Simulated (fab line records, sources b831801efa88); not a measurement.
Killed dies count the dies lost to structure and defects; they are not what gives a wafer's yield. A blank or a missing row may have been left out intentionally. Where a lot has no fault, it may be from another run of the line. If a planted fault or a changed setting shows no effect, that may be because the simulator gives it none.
8D (eight disciplines) problem report, filled in by code + flow gf180mcu + the parts of the form that need people (team, actions taken, sign-off) are left out

## 1. WHAT WENT WRONG
Wafers without a fault read 2.002, standard deviation 0.023; chamber_o2_ppm at GF_SALICIDE_RTA_08 reads a mean of 1502.000 on 6 wafers belonging to 2 lots. So: +99 or more standard deviations from the usual mean.
The step: time 30 s.
First seen on wafer L483.1, day 21 14:26, on rtp_anneal-01. The record holds 42 wafers of 14 lots with a number at this step. Rule for "out", or "out of limits": more than 4 standard deviations from the usual mean. All remaining wafers that have a number are taken as sound.

## 2. WHAT IT IS, WHAT IT ISN'T
| question                    | is                     | is not                                                                    |
|-----------------------------|------------------------|---------------------------------------------------------------------------|
| which readings at this step | chamber_o2_ppm         | lamp_power_pct, wafer_temp_C_max                                          |
| which lots                  | L483, L484             | L465, L467, L469, L470, L471, L472, L476, L478, L479, L481, L487, L488    |
| which wafers of those lots  | all that have a number | -                                                                         |
| read on which tools         | rtp_anneal-01          | rtp_anneal-02                                                             |
| when                        | from day 21 14:26      | up to then (30 sound wafers); but 6 sound wafers of L487, L488 came after |

## 3. WHAT RULES OUT EACH SUSPECT
Counting: a tool at a process step up to the reading stays a suspect if it ran every lot that is out and no sound lot after the first of them.
- rtp_anneal-01 at GF_SALICIDE_RTA_08 (time 30 s): kept. All lots that are out passed through it, beginning with L483 at day 21 14:26, and no sound lot followed; its final sound lot before that point was L479 at day 20 06:10. On those wafers its own readings are out: chamber_o2_ppm.
After counting, what remains is rtp_anneal-01 at GF_SALICIDE_RTA_08.

## 4. THE CAUSE (what the simulator had put in)
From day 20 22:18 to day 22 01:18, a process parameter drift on rtp_anneal-01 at GF_SALICIDE_RTA_08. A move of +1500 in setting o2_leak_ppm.
Counting left only this tool.

## 5. THE EFFECT CHAIN, in route order
Each row: a reading where the mean over the struck wafers with a number is more than 3 standard deviations away from the usual. Only readings whose record carries a usual standard deviation are examined. hours: median over the lots of the time between each lot's start at the first step of this table that gives one and its start at this step. sigmas: the change, counted in usual standard deviations.
| hours | step               | reading        | usual | on struck wafers | change    | sigmas      |
|-------|--------------------|----------------|-------|------------------|-----------|-------------|
| 0     | GF_SALICIDE_RTA_08 | chamber_o2_ppm | 2.002 | 1502.000         | +1499.998 | +99 or more |
The process steps in it:
- GF_SALICIDE_RTA_08: time 30 s.

## 6. HOW IT WOULD HAVE BEEN CAUGHT EARLIER
The fault began at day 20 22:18; the first out-of-limits reading in this record came at day 21 14:26, 16 hours later.
